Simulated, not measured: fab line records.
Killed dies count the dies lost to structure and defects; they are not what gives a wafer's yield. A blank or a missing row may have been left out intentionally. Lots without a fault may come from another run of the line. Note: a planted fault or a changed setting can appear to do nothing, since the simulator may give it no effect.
Lot-split experiment + flow sfq-line + 5 lots, 23 wafers read, on a route of 325 steps

## THE SPLIT ITSELF
At SFQ_TRILAYER_M2_LITHO_PEB_060 (peb time 60 s), the setting peb-time-s was moved away from the recipe's 60 s on 11 of the 23 wafers read, by -14.3% to +12.0%. For the rest of the wafers, this setting stayed at what the recipe calls for.

## THE PATH FROM SPLIT TO READING: the file shows 1 step between them
- SFQ_TRILAYER_M2_LITHO_DEVELOP_059: time 60 s

## THE READING
M2.cd-nm (the simulator's own value, which no gauge read), in nm, at SFQ_TRILAYER_M2_BARC_OPEN_METAL_ETCH_077 (etches BARC in O2, target depth 125 nm, time 41.7 s). There is no usual value for it anywhere in the file. Average 500.0 nm, standard deviation 1.1 nm, over the 12 wafers here run with the recipe.

| wafer  | tool, chamber at the split | peb-time-s as run, s | against the recipe | M2.cd-nm, nm | against lot-mates on the recipe |
|--------|----------------------------|----------------------|--------------------|--------------|---------------------------------|
| L074.4 | litho-track-04, 0          | 60                   | recipe             | 500.2        | -                               |
| L074.5 | litho-track-04, 0          | 60                   | recipe             | 501.1        | -                               |
| L074.6 | litho-track-04, 0          | 60                   | recipe             | 500.6        | -                               |
| L077.1 | litho-track-01, 0          | 60                   | recipe             | 498.4        | -                               |
| L077.3 | litho-track-01, 0          | 51.42                | -14.3%             | 523.3        | +24.2                           |
| L077.6 | litho-track-01, 0          | 51.42                | -14.3%             | 523.3        | +24.2                           |
| L077.4 | litho-track-01, 0          | 51.42                | -14.3%             | 522.5        | +23.4                           |
| L077.5 | litho-track-01, 0          | 60                   | recipe             | 499.8        | -                               |
| L081.1 | litho-track-04, 0          | 60                   | recipe             | 499.7        | -                               |
| L081.2 | litho-track-04, 0          | 67.18                | +12.0%             | 483.8        | -16.4                           |
| L081.3 | litho-track-04, 0          | 67.18                | +12.0%             | 484.5        | -15.7                           |
| L081.4 | litho-track-04, 0          | 67.18                | +12.0%             | 484.4        | -15.8                           |
| L081.6 | litho-track-04, 0          | 60                   | recipe             | 500.7        | -                               |
| L084.1 | litho-track-02, 0          | 64.3                 | +7.2%              | 491.3        | -8.0                            |
| L084.2 | litho-track-02, 0          | 60                   | recipe             | 499.9        | -                               |
| L084.5 | litho-track-02, 0          | 60                   | recipe             | 499.9        | -                               |
| L084.3 | litho-track-02, 0          | 64.3                 | +7.2%              | 489.6        | -9.7                            |
| L084.6 | litho-track-02, 0          | 60                   | recipe             | 498.1        | -                               |
| L085.1 | litho-track-02, 0          | 64.95                | +8.3%              | 490.1        | -10.8                           |
| L085.2 | litho-track-02, 0          | 64.95                | +8.3%              | 490.3        | -10.6                           |
| L085.3 | litho-track-02, 0          | 64.95                | +8.3%              | 489.6        | -11.2                           |
| L085.5 | litho-track-02, 0          | 60                   | recipe             | 499.4        | -                               |
| L085.6 | litho-track-02, 0          | 60                   | recipe             | 502.3        | -                               |

THE FIT
A straight line over all 23 wafers: M2.cd-nm changes by -1.46 nm for each +1% of peb-time-s; r = -0.99; the points scatter about the line by 1.3 nm.
The same after taking each lot's own level away (the mean of its wafers on the recipe; 23 wafers): -1.5 nm for each +1%; r = -0.99; scatter 1.3 nm.
That fit puts the effect of the largest move of peb-time-s on the reading at 21 nm.
Across the lots, their own levels run from 499.10 to 500.85 nm, a range of 1.6 times the standard deviation given above.
Consequently the slope shifts little with the lot-to-lot level, the two slopes agreeing.
Check: +21.9 nm against its lot-mates is what the line predicts for one of the wafers moved furthest among these (-14.3%) when that wafer is left out of the fit. Against them it came out at +24.2 nm.

## FILE'S OWN FIT
M2.cd-nm changes by -1.47 nm for each +1% of peb-time-s, r = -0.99.
